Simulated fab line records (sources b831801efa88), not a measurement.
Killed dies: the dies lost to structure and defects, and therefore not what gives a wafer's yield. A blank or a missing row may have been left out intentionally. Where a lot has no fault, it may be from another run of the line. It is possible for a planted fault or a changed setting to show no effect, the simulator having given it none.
Which tool did it?	flow gf180mcu	72 wafers from 24 lots sampled at 6 of the route's 602 steps

WHAT THE GAUGES SHOWED, per wafer
GF_VT_IMPLANT_TW_MEAS_10.
lot	measured	on	VT_IMPLANT_TW
L074	day 5 16:13	film-metro-01	557 555 553
L075	day 5 22:41	film-metro-04	571 574 571
L076	day 6 02:37	film-metro-04	574 569 573
L077	day 6 04:30	film-metro-02	561 562 560
L078	day 6 17:40	film-metro-04	572 576 575
L079	day 6 21:06	film-metro-02	566 561 565
L080	day 7 09:30	film-metro-02	558 559 558
L081	day 7 14:43	film-metro-04	569 569 569
L082	day 7 22:35	film-metro-02	559 560 561
L083	day 8 03:11	film-metro-01	553 553 552
L084	day 8 10:04	film-metro-01	552 554 553
L085	day 8 15:28	film-metro-01	554 556 554
L086	day 8 22:04	film-metro-04	575 575 573
L087	day 8 23:53	film-metro-02	557 563 559
L088	day 9 09:10	film-metro-04	572 573 572
L089	day 9 18:44	film-metro-02	561 563 561
L091	day 10 03:54	film-metro-04	574 576 577
L090	day 10 04:10	film-metro-04	575 579 575
L092	day 10 07:26	film-metro-04	574 576 578
L093	day 10 15:10	film-metro-02	555 560 557
L094	day 10 15:34	film-metro-01	559 558 559
L095	day 11 04:01	film-metro-01	554 557 555
L096	day 11 10:23	film-metro-02	564 562 564
L097	day 11 12:28	film-metro-01	557 559 561

GF_VT_IMPLANT_RS_MEAS_49: uses a four-point probe to measure.
lot	measured	on	MVPSD_RS (ohm/sq)
L074	day 7 14:05	film-metro-01	1166.6 1168.5 1167.2
L075	day 7 19:40	film-metro-04	1167.3 1168.4 1168.7
L076	day 7 23:41	film-metro-03	1174.1 1172.3 1172.4
L077	day 8 03:09	film-metro-04	1170.9 1168.5 1170.1
L078	day 8 17:11	film-metro-01	1169.4 1172.3 1168.0
L079	day 8 20:59	film-metro-01	1166.6 1164.8 1163.5
L080	day 9 10:48	film-metro-03	1166.7 1170.2 1169.9
L081	day 9 17:29	film-metro-01	1171.7 1169.4 1171.2
L082	day 10 01:53	film-metro-04	1170.3 1169.3 1170.4
L083	day 10 06:05	film-metro-01	1167.2 1168.4 1164.5
L084	day 10 18:41	film-metro-04	1167.7 1167.6 1166.2
L085	day 10 20:05	film-metro-01	1163.8 1164.2 1167.3
L086	day 11 03:32	film-metro-03	1170.2 1170.8 1169.5
L087	day 11 05:32	film-metro-01	1169.2 1163.6 1161.8
L088	day 11 15:20	film-metro-03	1167.4 1165.1 1165.7
L089	day 12 04:07	film-metro-01	1169.9 1166.2 1171.2
L091	day 12 14:12	film-metro-01	1166.1 1168.1 1168.1
L090	day 12 14:26	film-metro-03	1170.3 1174.6 1169.1
L092	day 12 17:11	film-metro-03	1169.2 1164.9 1168.8
L093	day 13 01:02	film-metro-01	1166.3 1165.3 1172.6
L094	day 13 01:07	film-metro-03	1170.2 1168.8 1169.3
L095	day 13 14:45	film-metro-04	1171.9 1174.7 1175.6
L096	day 13 22:04	film-metro-01	1167.5 1173.1 1166.2
L097	day 13 23:11	film-metro-04	1167.9 1169.2 1170.0

GF_V4_THK_MEAS_25: measures by xrf.
lot	measured	on	V4_W_THK (nm)
L074	day 24 18:17	film-metro-04	355 360 356
L075	day 24 22:28	film-metro-04	361 364 359
L076	day 25 00:14	film-metro-01	359 363 357
L077	day 25 07:07	film-metro-01	365 370 366
L078	day 25 21:04	film-metro-03	359 355 362
L079	day 26 02:02	film-metro-04	370 366 366
L080	day 26 17:38	film-metro-03	356 361 358
L081	day 27 01:11	film-metro-03	371 373 368
L082	day 27 09:20	film-metro-01	365 361 359
L083	day 27 12:26	film-metro-03	370 365 367
L084	day 28 03:59	film-metro-03	368 367 368
L085	day 28 08:40	film-metro-03	370 374 372
L086	day 28 11:50	film-metro-04	359 351 362
L087	day 28 16:25	film-metro-01	369 369 368
L088	day 29 04:14	film-metro-04	366 362 361
L089	day 29 12:14	film-metro-01	361 352 355
L091	day 30 00:04	film-metro-04	362 360 360
L090	day 30 02:52	film-metro-01	369 365 372
L092	day 30 03:08	film-metro-01	352 361 350
L093	day 30 12:14	film-metro-03	378 367 369
L094	day 30 12:25	film-metro-03	362 353 355
L095	day 31 00:07	film-metro-03	370 367 372
L096	day 31 05:42	film-metro-04	358 361 358
L097	day 31 05:58	film-metro-04	352 341 347

GF_V5_THK_MEAS_03.
lot	measured	on	V5_CVD_02_THK (nm)
L074	day 26 12:53	film-metro-04	1428 1462 1471
L075	day 26 18:39	film-metro-03	1453 1471 1473
L076	day 26 18:58	film-metro-04	1433 1442 1445
L077	day 27 02:59	film-metro-03	1452 1449 1453
L078	day 27 16:19	film-metro-04	1465 1452 1450
L079	day 27 20:53	film-metro-03	1477 1446 1449
L080	day 28 11:35	film-metro-03	1452 1468 1462
L081	day 28 18:39	film-metro-04	1444 1457 1477
L082	day 29 03:20	film-metro-04	1452 1460 1473
L083	day 29 04:56	film-metro-03	1436 1475 1459
L084	day 29 20:44	film-metro-03	1428 1461 1456
L085	day 30 00:04	film-metro-03	1444 1432 1473
L086	day 30 02:55	film-metro-04	1467 1457 1480
L087	day 30 08:06	film-metro-03	1428 1449 1451
L088	day 30 19:58	film-metro-03	1422 1463 1470
L089	day 31 01:58	film-metro-03	1452 1458 1468
L091	day 31 14:12	film-metro-04	1459 1470 1455
L090	day 31 16:32	film-metro-04	1420 1435 1447
L092	day 31 16:54	film-metro-04	1434 1453 1451
L093	day 32 01:45	film-metro-03	1420 1439 1443
L094	day 32 02:05	film-metro-04	1431 1466 1450
L095	day 32 11:40	film-metro-03	1431 1456 1437
L096	day 32 16:42	film-metro-04	1425 1438 1455
L097	day 32 17:14	film-metro-03	1413 1439 1446

GF_V5_BOW_MEAS_05.
lot	measured	on	V5_BOW (um)
L074	day 26 13:14	film-metro-04	139 147 143
L075	day 26 19:01	film-metro-03	129 129 129
L076	day 26 19:20	film-metro-04	132 125 117
L077	day 27 03:22	film-metro-03	125 128 132
L078	day 27 16:40	film-metro-04	118 131 142
L079	day 27 21:17	film-metro-03	133 140 145
L080	day 28 11:59	film-metro-03	140 130 134
L081	day 28 19:01	film-metro-04	139 138 155
L082	day 29 03:43	film-metro-04	140 142 148
L083	day 29 05:19	film-metro-04	138 121 142
L084	day 29 21:05	film-metro-04	149 152 156
L085	day 30 00:41	film-metro-03	137 135 131
L086	day 30 03:32	film-metro-04	135 140 131
L087	day 30 08:28	film-metro-03	139 142 156
L088	day 30 20:32	film-metro-03	138 142 134
L089	day 31 02:28	film-metro-04	148 139 149
L091	day 31 14:42	film-metro-04	128 137 143
L090	day 31 16:56	film-metro-04	137 126 146
L092	day 31 17:17	film-metro-04	129 129 130
L093	day 32 06:04	film-metro-04	126 121 126
L094	day 32 06:40	film-metro-03	126 140 136
L095	day 32 12:07	film-metro-03	142 143 128
L096	day 32 17:05	film-metro-04	127 138 130
L097	day 32 18:32	film-metro-03	132 133 119

WHAT TOOL EACH LOT RAN ON (gives the tool, then ch and the chambers of the sampled wafers, and finally the start)
lot	GF_V4_SPUTTER_21
L074	pvd-sputter-02, day 24 17:56
L075	pvd-sputter-03, day 24 22:05
L076	pvd-sputter-02, day 24 23:54
L077	pvd-sputter-04, day 25 06:45
L078	pvd-sputter-03, day 25 20:44
L079	pvd-sputter-04, day 26 01:41
L080	pvd-sputter-02, day 26 17:11
L081	pvd-sputter-03, day 27 00:50
L082	pvd-sputter-04, day 27 08:59
L083	pvd-sputter-03, day 27 12:05
L084	pvd-sputter-04, day 28 03:39
L085	pvd-sputter-04, day 28 08:20
L086	pvd-sputter-04, day 28 11:30
L087	pvd-sputter-03, day 28 16:05
L088	pvd-sputter-02, day 29 03:54
L089	pvd-sputter-02, day 29 11:53
L091	pvd-sputter-02, day 29 23:42
L090	pvd-sputter-03, day 30 02:32
L092	pvd-sputter-04, day 30 02:47
L093	pvd-sputter-04, day 30 11:54
L094	pvd-sputter-03, day 30 12:02
L095	pvd-sputter-03, day 30 23:46
L096	pvd-sputter-04, day 31 05:20
L097	pvd-sputter-03, day 31 05:38
- GF_V4_SPUTTER_21: material Ti, target thk 15 nm, time 80.02 s.

WHAT THE TOOLS THEMSELVES READ (means of the sampled wafers that have a number; where no wafer has one, the mark that the record gives instead)
GF_V4_SPUTTER_21.
lot	tool	throttle-valve-pct (%)
L074	pvd-sputter-02	29.5
L075	pvd-sputter-03	30.5
L076	pvd-sputter-02	29.6
L077	pvd-sputter-04	30.6
L078	pvd-sputter-03	30.3
L079	pvd-sputter-04	31.3
L080	pvd-sputter-02	30.3
L081	pvd-sputter-03	30.0
L082	pvd-sputter-04	31.1
L083	pvd-sputter-03	29.9
L084	pvd-sputter-04	30.7
L085	pvd-sputter-04	30.6
L086	pvd-sputter-04	31.7
L087	pvd-sputter-03	30.3
L088	pvd-sputter-02	29.6
L089	pvd-sputter-02	30.2
L091	pvd-sputter-02	30.3
L090	pvd-sputter-03	30.8
L092	pvd-sputter-04	30.5
L093	pvd-sputter-04	31.1
L094	pvd-sputter-03	30.8
L095	pvd-sputter-03	30.2
L096	pvd-sputter-04	31.1
L097	pvd-sputter-03	30.5

THE ANSWER, worked out from the rows above alone
Rule: the lots themselves supply what counts as usual. The widest of any qualifying gaps counts: lots, ordered by their means at a reading, are off when they make up no more than a third of the lots, leave a main group of 4 or more, and stand apart from it by 3 or more times the standard deviation of that group's means. A main group whose means are all the same, to the digits that the tables above print for the reading, isn't used. A lot without any number at a reading at which 4 lots or more have one is off too. The other lots that the step has rows for count as sound. The gauges are gone through in route order, then the tools' own readings, and for those a lot's mean is taken as printed above. At the first step where some lot is off, the reading lying furthest off is the one used; lots without a number count as furthest.
Nothing can be told from this: no lot is off at any reading shown.

WHAT THE SIMULATOR HAD INSERTED
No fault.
